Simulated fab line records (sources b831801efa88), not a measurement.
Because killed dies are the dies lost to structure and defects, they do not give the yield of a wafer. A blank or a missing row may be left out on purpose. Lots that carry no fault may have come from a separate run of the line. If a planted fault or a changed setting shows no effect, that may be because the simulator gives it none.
fab line records | flow sky130
record lots=6 | wafers=18 | last_day=49
route steps=708 shown LOCAL_INTERCONNECT@402 CONTACT@406 PAD_OPEN@708
lots with no fault: from the same line, run without faults
start_h: hours from the record's opening day to when the first of the lot's shown wafers began | wait_h: hours elapsed since this lot's preceding step | " identical to the entry in the row above | L1.1+2: a row that stands for several wafers | - either no value or no given start | * or withheld: withheld | < > ~ a bound
route shown NAME@n: names a module that has steps shown in the file, with the first one's number in the route | usual: mean and standard deviation over wafers with no fault | same: alike in all rows | chamber/n: place in a boat | sites: readings site by site | _std_site: standard deviation of those values | _edge_site: the outer-site mean with the inner-site mean subtracted | radius_mm: for every site, how far away it sits from the centre of the wafer | mask NAME#n: copy n | behind: tool/chamber where the wafer was last shaped | hold: what put the lot on hold/how long, in hours/how the hold closed | device: transistor that didn't switch, given as n, p or np | end of line: the tests these same wafers got at the end of their route | a step with no rows: only its recipe | killed: the dies lost at the first sort to structure and to defects; this is not the yield of the wafer | map: per-die view of a wafer (x killed, . not killed, _ where there is no die)
set.NAME: the run value of the setting; set.NAME@STEP: its run value at that earlier step | model.NAME: the simulator's own value behind a step, which no gauge read
lots at selected steps of the route; one table per step, one row per wafer
services: from which hour (start_h, from the record's first day; less than 0 if before it) a tool's chamber was out of use, for how many hours, and why
## steps
# step SKY_LOCAL_INTERCONNECT_STRIP_15
# recipe chemistry=O2/N2 | power_w=1400 | pressure_mtorr=1500 | platen_temp_c=withheld | o2_flow_sccm=3000 | n2_flow_sccm=300 | overash_fraction=0.5
# usual drypump_motor_current_A=5.5/0.47 | n2_flow_sccm=300.2/0.96 | oes_product_au=0.428/0.0045 | strip_time_to_endpoint_s=4.731/0.025
lot.wafer | tool            | chamber | start_h | wait_h | drypump_motor_current_A | n2_flow_sccm | oes_product_au | rf_hours_counter_h | strip_time_to_endpoint_s
L665.2    | plasma_asher-04 | 1       | 719.24  | 0.0    | 5.5                     | 301.2        | 0.427          | 96                 | 4.730
L665.4    | "               | 1       | "       | "      | 5.5                     | 302.0        | 0.428          | -                  | 4.721
L665.6    | "               | 1       | "       | "      | 5.5                     | 300.4        | 0.422          | -                  | 4.742
L666.1    | plasma_asher-02 | 0       | 743.66  | 0.1    | 6.3                     | 299.7        | 0.436          | 62                 | 4.738
L666.2    | "               | 1       | "       | "      | 5.2                     | 300.1        | 0.425          | 62                 | 4.727
L666.5    | "               | 1       | "       | "      | 5.2                     | 300.2        | 0.426          | -                  | 4.715
L675.2    | plasma_asher-03 | 0       | 808.50  | 0.1    | 5.0                     | 299.8        | 0.429          | 98                 | 4.749
L675.3    | "               | 0       | "       | "      | 5.0                     | 299.5        | 0.420          | -                  | 4.766
L675.6    | "               | 1       | "       | "      | 5.1                     | 299.9        | 0.428          | -                  | 4.756
L676.2    | plasma_asher-03 | 1       | 809.20  | 0.0    | 5.1                     | 300.8        | 0.433          | 99                 | 4.764
L676.3    | "               | 1       | "       | "      | 5.1                     | 301.0        | 0.427          | -                  | 4.736
L676.4    | "               | 0       | "       | "      | 5.0                     | 301.0        | 0.433          | -                  | 4.753
L678.3    | plasma_asher-02 | 1       | 826.37  | 0.1    | 5.2                     | 301.0        | 0.426          | -                  | 4.739
L678.5    | "               | 1       | "       | "      | 5.2                     | 302.1        | 0.431          | -                  | 4.761
L678.6    | "               | 0       | "       | "      | 6.3                     | 300.0        | 0.428          | -                  | 4.756
L682.3    | plasma_asher-04 | 1       | 859.67  | 0.1    | 5.5                     | 299.8        | 0.433          | -                  | 4.716
L682.4    | "               | 0       | "       | "      | 6.0                     | 301.5        | 0.427          | -                  | 4.721
L682.6    | "               | 1       | "       | "      | 5.5                     | 299.9        | 0.434          | -                  | 4.748
# step SKY_LOCAL_INTERCONNECT_STRIP_16
# recipe chemistry=post_etch_residue_remover | time_s=1200 | temp_c=72.5
# step SKY_LOCAL_INTERCONNECT_CLEAN_17
# recipe chemistry=IPA | time_s=180 | temp_c=25
# step SKY_LOCAL_INTERCONNECT_CLEAN_18
# recipe chemistry=O3/DIW | dry=n2_spin
# step SKY_CONTACT_CVD_00
# recipe material=Si3N4 | target_thk_nm=75 | temp_c=400 | time_s=withheld | rf_w=450
# usual heater_power_w=721/83 | rf_fwd_power_W=443.8/2.6
lot.wafer | tool     | chamber | start_h | wait_h | heater_power_w | rf_fwd_power_W
L665.2    | pecvd-04 | 2       | 719.84  | 0.0    | 799            | 447.7
L665.4    | "        | 0       | "       | "      | 679            | 441.5
L665.6    | "        | 2       | "       | "      | 820            | 445.7
L666.1    | pecvd-04 | 1       | 744.26  | 0.0    | 727            | 446.2
L666.2    | "        | 2       | "       | "      | 828            | 446.2
L666.5    | "        | 0       | "       | "      | 678            | 443.5
L675.2    | pecvd-04 | 1       | 809.09  | 0.0    | 723            | 444.5
L675.3    | "        | 2       | "       | "      | 781            | 445.7
L675.6    | "        | 1       | "       | "      | 764            | 442.1
L676.2    | pecvd-01 | 1       | 809.79  | 0.0    | 787            | 439.8
L676.3    | "        | 2       | "       | "      | 628            | 445.5
L676.4    | "        | 1       | "       | "      | 780            | 441.9
L678.3    | pecvd-04 | 2       | 826.96  | 0.0    | 687            | 444.9
L678.5    | "        | 0       | "       | "      | 600            | 441.0
L678.6    | "        | 1       | "       | "      | 771            | 442.9
L682.3    | pecvd-02 | 0       | 860.27  | 0.0    | 708            | 443.9
L682.4    | "        | 0       | "       | "      | 704            | 446.1
L682.6    | "        | 1       | "       | "      | 720            | 446.0
# step SKY_CONTACT_THK_MEAS_01
# recipe reads=Si3N4_of_CONTACT_CVD_00
# usual CONTACT_CVD_00_THK=74.8/0.93
lot.wafer | tool          | chamber | start_h | wait_h | CONTACT_CVD_00_THK[nm]
L665.2    | film_metro-04 | -       | 719.88  | -      | 75.0
L665.4    | "             | -       | "       | "      | 75.7
L665.6    | "             | -       | "       | "      | 76.2
L666.1    | film_metro-01 | -       | 744.30  | -      | 73.7
L666.2    | "             | -       | "       | "      | 73.4
L666.5    | "             | -       | "       | "      | 75.0
L675.2    | film_metro-04 | -       | 809.13  | -      | 73.6
L675.3    | "             | -       | "       | "      | 73.7
L675.6    | "             | -       | "       | "      | 74.8
L676.2    | film_metro-04 | -       | 809.84  | -      | 74.6
L676.3    | "             | -       | "       | "      | 75.5
L676.4    | "             | -       | "       | "      | 75.8
L678.3    | film_metro-03 | -       | 827.01  | -      | 74.7
L678.5    | "             | -       | "       | "      | 75.1
L678.6    | "             | -       | "       | "      | 75.6
L682.3    | film_metro-01 | -       | 860.32  | -      | 75.8
L682.4    | "             | -       | "       | "      | 75.9
L682.6    | "             | -       | "       | "      | 75.9
# step SKY_CONTACT_HDPCVD_02
# recipe material=SiO2 | target_thk_nm=565 | sigma_open_frac=0.3 | time_s=94.2 | temp_c=600 | sih4_flow_sccm=60 | pressure_mtorr=6
# step SKY_CONTACT_THK_MEAS_03
# recipe reads=SiO2_of_CONTACT_HDPCVD_02
# usual CONTACT_HDPCVD_THK=566/6.7
lot.wafer | tool          | chamber | start_h | wait_h | CONTACT_HDPCVD_THK[nm]
L665.2    | film_metro-01 | -       | 720.01  | 0.0    | 560
L665.4    | "             | -       | "       | "      | 566
L665.6    | "             | -       | "       | "      | 560
L666.1    | film_metro-03 | -       | 744.42  | 0.0    | 562
L666.2    | "             | -       | "       | "      | 576
L666.5    | "             | -       | "       | "      | 577
L675.2    | film_metro-01 | -       | 809.26  | 0.0    | 562
L675.3    | "             | -       | "       | "      | 564
L675.6    | "             | -       | "       | "      | 565
L676.2    | film_metro-03 | -       | 809.96  | 0.0    | 565
L676.3    | "             | -       | "       | "      | 564
L676.4    | "             | -       | "       | "      | 565
L678.3    | film_metro-01 | -       | 827.14  | 0.1    | 570
L678.5    | "             | -       | "       | "      | 567
L678.6    | "             | -       | "       | "      | 566
L682.3    | film_metro-03 | -       | 860.45  | 0.1    | 564
L682.4    | "             | -       | "       | "      | 571
L682.6    | "             | -       | "       | "      | 566
# step SKY_CONTACT_CMP_04
# recipe material=SiO2 | down_force_psi=4 | platen_rpm=60 | pad_velocity_m_s=0.94248
# usual edge_zone_pressure_frac=1.000/0.0048 | motor_current_A=10.9/1 | platen_rpm=60.00/0.042 | time_to_endpoint_s=83/3.6
lot.wafer | tool   | chamber | start_h | wait_h | edge_zone_pressure_frac | motor_current_A | platen_rpm | time_to_endpoint_s
L665.2    | cmp-01 | 2       | 720.11  | 0.1    | 0.996                   | 10.2            | 59.99      | 80
L665.4    | "      | 3       | "       | "      | 1.006                   | 10.9            | 59.98      | 85
L665.6    | "      | 1       | "       | "      | 0.998                   | 12.3            | 60.01      | 81
L666.2    | cmp-01 | 1       | 744.48  | 0.0    | 1.000                   | 13.7            | 60.02      | 86
L666.1    | "      | 0       | "       | "      | 1.004                   | 9.8             | 60.05      | 84
L666.5    | "      | 2       | "       | "      | 0.992                   | 10.6            | 59.99      | 84
L675.3    | cmp-02 | 0       | 809.36  | 0.1    | 1.007                   | 10.6            | 60.04      | 78
L675.2    | "      | 2       | "       | "      | 1.005                   | 9.8             | 60.01      | 85
L675.6    | "      | 0       | "       | "      | 1.002                   | 9.9             | 60.00      | 84
L676.4    | cmp-02 | 0       | 810.01  | 0.0    | 1.002                   | 10.1            | 59.96      | 85
L676.2    | "      | 1       | "       | "      | 1.004                   | 12.8            | 59.93      | 83
L676.3    | "      | 3       | "       | "      | 0.999                   | 10.9            | 59.93      | 81
L678.3    | cmp-01 | 1       | 827.33  | 0.2    | 0.999                   | 12.6            | 59.91      | 84
L678.5    | "      | 2       | "       | "      | 1.005                   | 10.7            | 59.99      | 84
L678.6    | "      | 3       | "       | "      | 0.989                   | 10.7            | 59.97      | 84
L682.3    | cmp-02 | 3       | 860.67  | 0.2    | 0.996                   | 10.8            | 59.96      | 78
L682.4    | "      | 0       | "       | "      | 0.998                   | 9.4             | 59.97      | 82
L682.6    | "      | 3       | "       | "      | 0.999                   | 10.9            | 59.99      | 77
# step SKY_CONTACT_BOW_MEAS_05
# recipe mode=bow
# usual CONTACT_BOW=83/6.7
lot.wafer | tool          | chamber | start_h | wait_h | CONTACT_BOW[um]
L665.2    | film_metro-03 | -       | 720.38  | 0.2    | 79
L665.4    | "             | -       | "       | "      | 75
L665.6    | "             | -       | "       | "      | 66
L666.1    | film_metro-01 | -       | 744.78  | 0.1    | 90
L666.2    | "             | -       | "       | "      | 81
L666.5    | "             | -       | "       | "      | 89
L675.2    | film_metro-03 | -       | 809.63  | 0.1    | 78
L675.3    | "             | -       | "       | "      | 82
L675.6    | "             | -       | "       | "      | 75
L676.2    | film_metro-04 | -       | 810.33  | 0.2    | 82
L676.3    | "             | -       | "       | "      | 91
L676.4    | "             | -       | "       | "      | 85
L678.3    | film_metro-03 | -       | 827.52  | 0.1    | 92
L678.5    | "             | -       | "       | "      | 81
L678.6    | "             | -       | "       | "      | 80
L682.3    | film_metro-01 | -       | 860.96  | 0.2    | 81
L682.4    | "             | -       | "       | "      | 89
L682.6    | "             | -       | "       | "      | 80
# step SKY_CONTACT_DEHYDRATE_06
# recipe temp_c=200 | time_s=60
# step SKY_CONTACT_HMDS_07
# recipe prime_time_s=60 | prime_temp_c=120
# step SKY_CONTACT_COAT_08
# recipe resist=BARC | temp_c=withheld | time_s=withheld | spin_rpm=3000 | resist_thk_nm=60
# usual resist_line_temp_C=*
lot.wafer | tool           | chamber | start_h | wait_h | resist_line_temp_C
L665.2    | litho_track-03 | 0       | 733.59  | 0.1    | *
L665.4    | "              | 0       | "       | "      | *
L665.6    | "              | 0       | "       | "      | *
L666.1    | litho_track-01 | 0       | 757.47  | 0.1    | *
L666.2    | "              | 0       | "       | "      | *
L666.5    | "              | 0       | "       | "      | *
L675.2    | litho_track-03 | 0       | 822.44  | 0.1    | *
L675.3    | "              | 0       | "       | "      | *
L675.6    | "              | 0       | "       | "      | *
L676.2    | litho_track-01 | 0       | 823.10  | 0.1    | *
L676.3    | "              | 0       | "       | "      | *
L676.4    | "              | 0       | "       | "      | *
L678.3    | litho_track-01 | 0       | 840.22  | 0.1    | *
L678.5    | "              | 0       | "       | "      | *
L678.6    | "              | 0       | "       | "      | *
L682.3    | litho_track-02 | 0       | 873.28  | 0.1    | *
L682.4    | "              | 0       | "       | "      | *
L682.6    | "              | 0       | "       | "      | *
# step SKY_CONTACT_COAT_09
# recipe resist=KrF-thick | spin_rpm=3000 | resist_thk_nm=450
# step SKY_CONTACT_SOFTBAKE_10
# recipe temp_c=100 | time_s=90 | resist=KrF-thick
# step SKY_CONTACT_EXPOSE_11
# recipe mask_id=CTM1 | na=0.8 | source_shape=annular | sigma_inner=0.55 | sigma_outer=0.85 | target_cd_nm=170 | dose_mj=38
# step SKY_CONTACT_PEB_12
# recipe peb_temp_c=withheld | peb_time_s=withheld | resist=KrF-thick
# step SKY_CONTACT_DEVELOP_13
# recipe develop_time_s=60 | resist=KrF-thick | dev_temp_c=21
# step SKY_CONTACT_CD_MEAS_14
# recipe target_cd_nm=170
# usual cd_nm=169.6/1.9
lot.wafer | tool      | chamber | start_h | wait_h | cd_nm
L665.2    | cd_sem-02 | -       | 748.47  | -      | 167.5
L665.4    | "         | -       | "       | "      | 166.8
L665.6    | "         | -       | "       | "      | 166.7
L666.1    | cd_sem-01 | -       | 771.26  | -      | 169.8
L666.2    | "         | -       | "       | "      | 169.7
L666.5    | "         | -       | "       | "      | 171.4
L675.2    | cd_sem-02 | -       | 836.38  | -      | 168.5
L675.3    | "         | -       | "       | "      | 168.8
L675.6    | "         | -       | "       | "      | 167.4
L676.2    | cd_sem-01 | -       | 836.84  | -      | 170.6
L676.3    | "         | -       | "       | "      | 171.7
L676.4    | "         | -       | "       | "      | 172.5
L678.3    | cd_sem-01 | -       | 854.11  | -      | 169.7
L678.5    | "         | -       | "       | "      | 168.6
L678.6    | "         | -       | "       | "      | 169.3
L682.3    | cd_sem-02 | -       | 886.85  | -      | 165.0
L682.4    | "         | -       | "       | "      | 166.6
L682.6    | "         | -       | "       | "      | 169.0
# step SKY_CONTACT_OVL_MEAS_15
# usual CONTACT_OVL=-2/5.7
lot.wafer | tool       | chamber | start_h | wait_h | CONTACT_OVL[nm]
L665.2    | overlay-02 | -       | 748.58  | 0.1    | 3
L665.4    | "          | -       | "       | "      | 8
L665.6    | "          | -       | "       | "      | 16
L666.1    | overlay-02 | -       | 771.38  | 0.1    | 2
L666.2    | "          | -       | "       | "      | -6
L666.5    | "          | -       | "       | "      | 8
L675.2    | overlay-02 | -       | 836.49  | 0.1    | -7
L675.3    | "          | -       | "       | "      | -1
L675.6    | "          | -       | "       | "      | -5
L676.2    | overlay-01 | -       | 836.95  | 0.1    | -1
L676.3    | "          | -       | "       | "      | -5
L676.4    | "          | -       | "       | "      | 6
L678.3    | overlay-01 | -       | 854.21  | 0.1    | -13
L678.5    | "          | -       | "       | "      | -17
L678.6    | "          | -       | "       | "      | -8
L682.3    | overlay-02 | -       | 886.94  | 0.1    | 1
L682.4    | "          | -       | "       | "      | -1
L682.6    | "          | -       | "       | "      | 7
# step SKY_CONTACT_ETCH_16
# recipe chemistry=N2/H2 | target=BARC | ion_energy_ev=200 | source_w=500 | bias_w=100 | pressure_mtorr=30 | n2_flow_sccm=100 | h2_flow_sccm=200 | stop_on=SiO2 | time_s=45.9 | target_depth_a=600
# usual drypump_motor_current_A=5.7/0.35 | n2_flow_sccm=100.05/0.3 | oes_product_au=0.855/0.0043 | rf_fwd_power_W=495.3/2.1 | throttle_valve_pct=13.224/0.01
lot.wafer | tool        | chamber | start_h | wait_h | drypump_motor_current_A | n2_flow_sccm | oes_product_au | rf_fwd_power_W | rf_hours_counter_h | throttle_valve_pct | model.etch.depth_nm
L665.2    | rie_diel-01 | 3       | 748.61  | 0.0    | 5.3                     | 99.81        | 0.862          | 494.5          | 13                 | 13.224             | 60.05
L665.4    | "           | 1       | "       | "      | 5.8                     | 99.99        | 0.850          | 494.0          | 5                  | 13.216             | 60.26
L665.6    | "           | 2       | "       | "      | 5.9                     | 99.78        | 0.856          | 495.5          | -                  | 13.238             | 60.2
L666.1    | rie_diel-04 | 0       | 771.42  | 0.0    | 5.5                     | 100.20       | 0.858          | 497.0          | 13                 | 13.223             | 60.09
L666.2    | "           | 1       | "       | "      | 5.2                     | 100.18       | 0.855          | 494.4          | 20                 | 13.226             | 60.16
L666.5    | "           | 3       | "       | "      | 5.9                     | 100.12       | 0.850          | 492.7          | -                  | 13.226             | 60.08
L675.2    | rie_diel-04 | 2       | 836.52  | 0.0    | 6.4                     | 100.03       | 0.854          | 492.6          | 23                 | 13.210             | 60.02
L675.3    | "           | 0       | "       | "      | 5.6                     | 100.05       | 0.860          | 497.7          | -                  | 13.233             | 59.84
L675.6    | "           | 2       | "       | "      | 6.4                     | 100.04       | 0.850          | 492.6          | -                  | 13.218             | 60.05
L676.2    | rie_diel-01 | 0       | 836.98  | 0.0    | 5.5                     | 99.81        | 0.859          | 493.7          | 14                 | 13.230             | 60.3
L676.3    | "           | 1       | "       | "      | 5.9                     | 99.88        | 0.971          | 495.1          | 7                  | 13.241             | 74.3
L676.4    | "           | 2       | "       | "      | 5.8                     | 99.74        | 0.859          | 495.2          | 31                 | 13.205             | 60.18
L678.3    | rie_diel-04 | 2       | 854.23  | 0.0    | 6.4                     | 100.15       | 0.973          | 494.3          | 24                 | 13.218             | 74.62
L678.5    | "           | 2       | "       | "      | 6.4                     | 100.16       | 0.853          | 495.2          | -                  | 13.221             | 60.35
L678.6    | "           | 3       | "       | "      | 5.9                     | 100.01       | 0.971          | 491.5          | -                  | 13.236             | 74.42
L682.3    | rie_diel-01 | 1       | 886.97  | 0.0    | 5.9                     | 99.82        | 0.856          | 494.1          | 9                  | 13.215             | 60.1
L682.4    | "           | 3       | "       | "      | 5.3                     | 99.45        | 0.851          | 493.3          | 18                 | 13.218             | 60.14
L682.6    | "           | 3       | "       | "      | 5.3                     | 99.59        | 0.856          | 495.3          | -                  | 13.227             | 60.12
# step SKY_CONTACT_ETCH_17
# recipe target=SiO2 | chemistry=C4F8/O2/Ar | stop_on=Si3N4 | mask_material=KrF-thick | source_w=1500 | bias_w=1200 | pressure_mtorr=40 | c4f8_flow_sccm=withheld | O2_flow_sccm=6 | Ar_flow_sccm=300 | time_s=withheld | target_depth_a=3400
# usual oes_product_au=0.892/0.0048 | rf_fwd_power_W=1488/5.9
lot.wafer | tool        | chamber | start_h | wait_h | oes_product_au | rf_fwd_power_W
L665.2    | rie_diel-01 | 3       | 748.65  | 0.0    | 0.891          | 1484
L665.4    | "           | 1       | "       | "      | 0.897          | 1487
L665.6    | "           | 2       | "       | "      | 0.891          | 1488
L666.1    | rie_diel-04 | 0       | 771.46  | 0.0    | 0.892          | 1492
L666.2    | "           | 1       | "       | "      | 0.888          | 1491
L666.5    | "           | 3       | "       | "      | 0.888          | 1481
L675.2    | rie_diel-04 | 2       | 836.58  | 0.0    | 0.894          | 1490
L675.3    | "           | 0       | "       | "      | 0.895          | 1492
L675.6    | "           | 2       | "       | "      | 0.888          | 1489
L676.2    | rie_diel-01 | 0       | 837.02  | 0.0    | 0.892          | 1479
L676.3    | "           | 1       | "       | "      | 0.894          | 1490
L676.4    | "           | 2       | "       | "      | 0.901          | 1486
L678.3    | rie_diel-04 | 2       | 854.27  | 0.0    | 0.891          | 1484
L678.5    | "           | 2       | "       | "      | 0.893          | 1487
L678.6    | "           | 3       | "       | "      | 0.884          | 1477
L682.3    | rie_diel-01 | 1       | 887.01  | 0.0    | 0.888          | 1490
L682.4    | "           | 3       | "       | "      | 0.888          | 1487
L682.6    | "           | 3       | "       | "      | 0.892          | 1484
# step SKY_CONTACT_ETCH_18
# recipe target=Si3N4 | chemistry=CHF3/O2 | stop_on=TiN | source_w=600 | bias_w=200 | pressure_mtorr=40 | chf3_flow_sccm=50 | O2_flow_sccm=5 | time_s=39 | target_depth_a=750
# usual drypump_motor_current_A=5.7/0.35 | oes_product_au=0.854/0.0077 | rf_fwd_power_W=593.9/2.5 | throttle_valve_pct=8.794/0.0098
lot.wafer | tool        | chamber | start_h | wait_h | drypump_motor_current_A | oes_product_au | rf_fwd_power_W | rf_hours_counter_h | throttle_valve_pct
L665.2    | rie_diel-01 | 3       | -       | -      | 5.3                     | 0.855          | 593.3          | 13                 | 8.802
L665.4    | "           | 1       | "       | "      | 5.9                     | 0.857          | 593.3          | 5                  | 8.798
L665.6    | "           | 2       | "       | "      | 5.8                     | 0.865          | 592.1          | -                  | 8.786
L666.1    | rie_diel-04 | 0       | -       | -      | 5.5                     | 0.849          | 596.4          | 13                 | 8.778
L666.2    | "           | 1       | "       | "      | 5.2                     | 0.839          | 597.1          | 20                 | 8.800
L666.5    | "           | 3       | "       | "      | 5.9                     | 0.865          | 592.8          | -                  | 8.804
L675.2    | rie_diel-04 | 2       | -       | -      | 6.3                     | 0.851          | 592.2          | 23                 | 8.782
L675.3    | "           | 0       | "       | "      | 5.5                     | 0.847          | 595.8          | -                  | 8.800
L675.6    | "           | 2       | "       | "      | 6.4                     | 0.855          | 592.5          | -                  | 8.790
L676.2    | rie_diel-01 | 0       | -       | -      | 5.5                     | 0.863          | 591.2          | 14                 | 8.800
L676.3    | "           | 1       | "       | "      | 5.8                     | 0.860          | 594.0          | 7                  | 8.811
L676.4    | "           | 2       | "       | "      | 5.8                     | 0.864          | 591.0          | 31                 | 8.773
L678.3    | rie_diel-04 | 2       | -       | -      | 6.4                     | 0.844          | 591.2          | 24                 | 8.800
L678.5    | "           | 2       | "       | "      | 6.4                     | 0.849          | 590.9          | -                  | 8.789
L678.6    | "           | 3       | "       | "      | 5.9                     | 0.852          | 589.6          | -                  | 8.784
L682.3    | rie_diel-01 | 1       | -       | -      | 5.9                     | 0.857          | 593.1          | 9                  | 8.778
L682.4    | "           | 3       | "       | "      | 5.3                     | 0.851          | 593.2          | 18                 | 8.792
L682.6    | "           | 3       | "       | "      | 5.3                     | 0.856          | 593.1          | -                  | 8.792
# step SKY_CONTACT_STRIP_19
# recipe chemistry=O2/N2 | power_w=1400 | pressure_mtorr=1500 | platen_temp_c=withheld | o2_flow_sccm=3000 | n2_flow_sccm=300 | overash_fraction=0.5
# usual drypump_motor_current_A=5.5/0.34 | n2_flow_sccm=300.1/0.81 | oes_product_au=0.380/0.0048 | strip_time_to_endpoint_s=3.608/0.029
lot.wafer | tool            | chamber | start_h | wait_h | drypump_motor_current_A | n2_flow_sccm | oes_product_au | rf_hours_counter_h | strip_time_to_endpoint_s
L665.2    | plasma_asher-03 | 0       | 748.74  | -      | 5.0                     | 300.9        | 0.369          | 92                 | 3.600
L665.4    | "               | 1       | "       | "      | 5.1                     | 301.6        | 0.378          | -                  | 3.635
L665.6    | "               | 0       | "       | "      | 5.0                     | 301.0        | 0.382          | -                  | 3.625
L666.1    | plasma_asher-01 | 0       | 771.55  | -      | 5.5                     | 299.8        | 0.377          | 35                 | 3.617
L666.2    | "               | 1       | "       | "      | 5.8                     | 300.1        | 0.374          | 35                 | 3.561
L666.5    | "               | 1       | "       | "      | 5.8                     | 299.2        | 0.374          | -                  | 3.572
L675.2    | plasma_asher-01 | 1       | 836.72  | -      | 5.8                     | 299.9        | 0.381          | 43                 | 3.605
L675.3    | "               | 0       | "       | "      | 5.5                     | 301.1        | 0.385          | -                  | 3.631
L675.6    | "               | 1       | "       | "      | 5.8                     | 299.9        | 0.383          | -                  | 3.597
L676.2    | plasma_asher-03 | 0       | 837.11  | -      | 5.0                     | 301.0        | 0.378          | 102                | 3.614
L676.3    | "               | 1       | "       | "      | 5.1                     | 298.7        | 0.398          | -                  | 3.787
L676.4    | "               | 0       | "       | "      | 5.0                     | 299.5        | 0.382          | -                  | 3.624
L678.3    | plasma_asher-03 | 0       | 854.39  | -      | 5.0                     | 300.6        | 0.385          | -                  | 3.760
L678.5    | "               | 1       | "       | "      | 5.1                     | 300.5        | 0.377          | -                  | 3.598
L678.6    | "               | 0       | "       | "      | 5.0                     | 299.6        | 0.386          | -                  | 3.751
L682.3    | plasma_asher-04 | 1       | 887.13  | -      | 5.5                     | 300.7        | 0.386          | -                  | 3.627
L682.4    | "               | 0       | "       | "      | 6.0                     | 298.2        | 0.379          | -                  | 3.601
L682.6    | "               | 1       | "       | "      | 5.5                     | 300.2        | 0.380          | -                  | 3.639
# step SKY_CONTACT_STRIP_20
# recipe chemistry=post_etch_residue_remover | time_s=1200 | temp_c=72.5
# step SKY_PAD_OPEN_PROBE_99
# usual killed_at_M0_to_M3=44/7.5 | killed_at_M4_up=3.2/1.9 | killed_at_contacts=23/4.7 | killed_at_front_end=15/4.7 | killed_at_other=0.4/0.66 | killed_dies=87/9.3 | killed_open=47/7.2 | killed_short=39/6.5
# same gross_dies=492 | killed_at_back_side=0
lot.wafer | tool      | chamber | start_h | wait_h | killed_at_M0_to_M3 | killed_at_M4_up | killed_at_contacts | killed_at_front_end | killed_at_other | killed_dies | killed_open | killed_short
L682.3    | prober-01 | -       | 1185.49 | 0.2    | 53                 | 2               | 31                 | 16                  | 0               | 102         | 56          | 45
L682.4    | prober-01 | -       | 1185.54 | 0.2    | 41                 | 6               | 28                 | 10                  | 0               | 85          | 53          | 32
L682.6    | prober-01 | -       | 1185.64 | 0.2    | 34                 | 3               | 24                 | 27                  | 0               | 88          | 49          | 39
# killed by level:class
L682.3 VIA1:geometric_particle:open=13 LOCAL_INTERCONNECT:geometric_particle:short=9 VIA2:geometric_particle:open=9 LI_CONTACT:geometric_particle:open=8 CONTACT:geometric_particle:open=8 VIA1:geometric_particle:short=7 VIA2:geometric_particle:short=6 FIELD_ISO:geometric_particle:short=5
L682.4 CONTACT:geometric_particle:open=15 VIA1:geometric_particle:open=9 VIA1:geometric_particle:short=8 VIA2:geometric_particle:open=7 LI_CONTACT:geometric_particle:open=6 POLY_GATE:geometric_particle:open=5 LI_CONTACT:geometric_particle:short=3 VIA4:geometric_particle:open=3
L682.6 LI_CONTACT:geometric_particle:open=10 POLY_GATE:geometric_particle:open=9 VIA1:geometric_particle:open=9 FIELD_ISO:geometric_particle:short=6 FIELD_ISO:geometric_particle:open=6 CONTACT:geometric_particle:open=6 METAL1:geometric_particle:short=5 METAL2:geometric_particle:short=5
## services
tool            | chamber | start_h | hours | kind
cmp-01          | -       | 696.99  | 0.6   | repair
pecvd-01        | -       | 701.64  | 0.2   | repair
plasma_asher-03 | -       | 712.82  | 2.8   | pm
cmp-01          | -       | 726.60  | 5.5   | pm
plasma_asher-04 | -       | 733.75  | 9.0   | pm
plasma_asher-01 | -       | 738.13  | 1.7   | repair
pecvd-01        | -       | 742.63  | 6.0   | pm
cmp-02          | -       | 744.00  | 4.0   | pm
plasma_asher-04 | -       | 786.38  | 6.1   | repair
plasma_asher-02 | -       | 787.73  | 2.8   | pm
cmp-02          | -       | 793.30  | 0.3   | repair
plasma_asher-02 | -       | 798.73  | 13.0  | repair
pecvd-04        | -       | 805.61  | 0.5   | repair
plasma_asher-04 | -       | 808.40  | 8.5   | repair
rie_diel-01     | 2       | 810.21  | 1.4   | repair
cmp-01          | -       | 819.73  | 0.9   | repair
cmp-02          | -       | 822.34  | 0.8   | repair
rie_diel-04     | 1       | 828.45  | 9.7   | repair
cmp-01          | -       | 831.29  | 63.6  | repair
pecvd-01        | -       | 835.22  | 14.6  | pm
rie_diel-04     | 3       | 836.02  | 1.4   | repair
cmp-01          | -       | 841.77  | 2.3   | repair
rie_diel-01     | 1       | 872.11  | 2.4   | repair
pecvd-04        | 2       | 883.18  | 16.8  | repair
## key
first_sign step=SKY_CONTACT_ETCH_16 | reading=oes_product_au | direction=up | sigmas=27 | usual=0.855 | struck=0.972
effect step=SKY_CONTACT_STRIP_19 | reading=strip_time_to_endpoint_s | direction=up | sigmas=5.5 | usual=* | struck=*
model_effect step=SKY_CONTACT_ETCH_16 | value=etch.depth_nm | without=60.24 | struck=74.45
met_at SKY_CONTACT_COAT_08
struck_wafers L676.3,L678.3,L678.6
tester_left_out L676,L678
onset_between 757.47 823.10
fault kind=process_parameter_drift | tool=litho_track-01 | chamber=- | onset_h=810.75 | steps=SKY_CONTACT_COAT_08 | channel=resist_thk_nm | offset=14.156 | shape=step | end_h=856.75 | scope=struck_wafers_only | acts_in=these_recipes_only | stated=60
# tester_left_out: of these lots the tester's yield and bins aren't shown, on N5 and GAA mostly nor the transistor test; their killed dies are dies lost to structure and defects alone, not to doping, threshold or leakage, so they don't give the yield
